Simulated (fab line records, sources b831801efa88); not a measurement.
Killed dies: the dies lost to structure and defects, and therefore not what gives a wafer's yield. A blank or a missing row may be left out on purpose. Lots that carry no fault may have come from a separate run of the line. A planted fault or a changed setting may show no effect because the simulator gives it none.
Problem report, 8D (eight disciplines) form, completed by code -- flow sky130 -- the parts of the form that need people (team, actions taken, sign-off) are left out

1. WHAT WENT WRONG
Wafers without a fault read 3.0, standard deviation 1.9; killed_at_M4_up at SKY_PAD_OPEN_PROBE_99 reads a mean of 410.9 on 9 wafers belonging to 3 lots. So: +99 or more standard deviations from the usual mean.
Earliest sighting: wafer L522.1 on prober-02 at day 48 23:49. Wafers with a number at this step in the record: 36, from 12 lots. Rule for "out", or "out of limits": more than 4 standard deviations from the usual mean. The rest of the wafers with a number are treated as sound.

2. WHAT IT IS, WHAT IT ISN'T
question,is,is not
which readings at this step,"killed_at_M4_up, defect_limited_yield, killed_dies, killed_on_rim, sort_bin_5_function, sort_n_pass, sort_yield_pct","killed_at_front_end, killed_at_other, killed_open, killed_short, sort_bin_3_pad_short"
which lots,"L522, L524, L525","L508, L509, L511, L512, L513, L515, L517, L519, L520"
which wafers of those lots,all that have a number,-
read on which tools,"prober-01, prober-02",-
when,from day 48 23:49,up to then (27 sound wafers)

3. WHAT RULES OUT EACH SUSPECT
Counting: a tool at any process step up to the reading remains a suspect when it ran all the lots that are out and ran no sound lot after the first of those.
- pvd_sputter-02 at SKY_METAL4_SPUTTER_02 (material AlCu, target thk 735 nm, time 39.1 s): kept. It processed each lot that is out, first L522 at day 43 17:26, and no sound lot thereafter; up to then, the last sound lot it processed was L515 at day 42 00:07.
The count leaves pvd_sputter-02 at SKY_METAL4_SPUTTER_02.

4. THE CAUSE (what the simulator had put in)
Entire step skipped (pvd_sputter-02, SKY_METAL4_SPUTTER_02), from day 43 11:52 onward. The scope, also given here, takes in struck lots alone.
Only this tool survived the counting.

5. THE CHAIN OF EFFECTS, in route order
Rows list readings where the struck wafers' mean (over those with a number) sits beyond 3 standard deviations from the usual. Scope: only readings with a usual standard deviation given in the record; hours: median across lots of the time from each lot's start at the first step in this table that gives one to its start at this step; sigmas: change in usual standard deviations.
hours,step,reading,usual,on struck wafers,change,sigmas
0,SKY_PAD_OPEN_PROBE_99,defect_limited_yield,82.4 %,0.0,-82.4,-39
0,SKY_PAD_OPEN_PROBE_99,killed_at_M4_up,3.0,410.9,+407.9,+99 or more
0,SKY_PAD_OPEN_PROBE_99,killed_dies,87,492,+405,+40
0,SKY_PAD_OPEN_PROBE_99,killed_on_rim,17,96,+79,+23
0,SKY_PAD_OPEN_PROBE_99,sort_bin_5_function,10.4 %,93.0,+82.6,+59
0,SKY_PAD_OPEN_PROBE_99,sort_n_pass,405,0,-405,-40
0,SKY_PAD_OPEN_PROBE_99,sort_yield_pct,82.4 %,0.0,-82.4,-39
The process steps in it:
- SKY_PAD_OPEN_PROBE_99
Readings that are blank on the struck wafers while sound wafers have them: cathode_dc_power_W at SKY_METAL4_SPUTTER_02; chamber_pressure_pa at SKY_METAL4_SPUTTER_02; throttle_valve_pct at SKY_METAL4_SPUTTER_02.

6. WHAT WOULD HAVE CAUGHT IT SOONER
In this record no reading fell out of limits until day 48 23:49, 132 hours after the fault had begun at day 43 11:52.
At SKY_METAL4_SPUTTER_02 the tool's readings are blank on the struck wafers, where sound wafers have them: an empty tool record is the first sign, and it was there at once.
By day 48 23:49 the whole set of lots that are out, 3 in number, had already begun SKY_METAL4_SPUTTER_02 on pvd_sputter-02. None of them would have been spared by holding the tool at that moment.
